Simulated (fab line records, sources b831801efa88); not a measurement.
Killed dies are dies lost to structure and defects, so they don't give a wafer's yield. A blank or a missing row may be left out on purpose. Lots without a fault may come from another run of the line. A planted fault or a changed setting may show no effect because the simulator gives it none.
Chamber matching | flow sky130 | SKY_CONTACT_CMP_27 on cmp-01: 4 sister chambers
The step polishes, stops on SiO2, t overpolish 15 s, target thk 0 nm. 4 wafers are shown with their chamber, then 7 later ones without.

WAFERS WITH THEIR CHAMBER
wafer  | chamber | motor_current_A (A)
L505.3 | 0       | 10.9
L508.5 | 2       | 12.1
L510.1 | 3       | 14.2
L510.2 | 1       | 10.3

WAFERS WITHOUT THEIR CHAMBER
wafer  | motor_current_A (A)
L510.6 | 12.2
L511.2 | 13.4
L511.3 | 10.2
L511.4 | 10.8
L513.3 | 11.9
L513.4 | 11.1
L513.5 | 12.3

WHICH CHAMBER EACH WENT THROUGH
wafer  | from the rows above     | in truth
L510.6 | 2                       | 2
L511.2 | can't be placed: 3 or 2 | 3
L511.3 | can't be placed: 1 or 0 | 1
L511.4 | can't be placed: 0 or 1 | 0
L513.3 | 2                       | 2
L513.4 | can't be placed: 0 or 1 | 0
L513.5 | 2                       | 2
Placed correctly: 3 of 7. Can't be placed from these rows: 4 (the true chamber is among the candidates in 4). Placed wrongly: 0.
How it was worked out, from the rows above alone: a wafer's distance from a chamber is the root of the sum, over the readings, of the square of ((its reading less the chamber's mean) divided by the reading's scatter). The wafer belongs to the nearest chamber; if the next one is less than 2 further off, it can't be placed. A chamber's mean is the mean of its shown wafers. The scatter: with one shown wafer a chamber, the root of the mean of the squares of how far each hidden wafer lies from its nearest shown one.
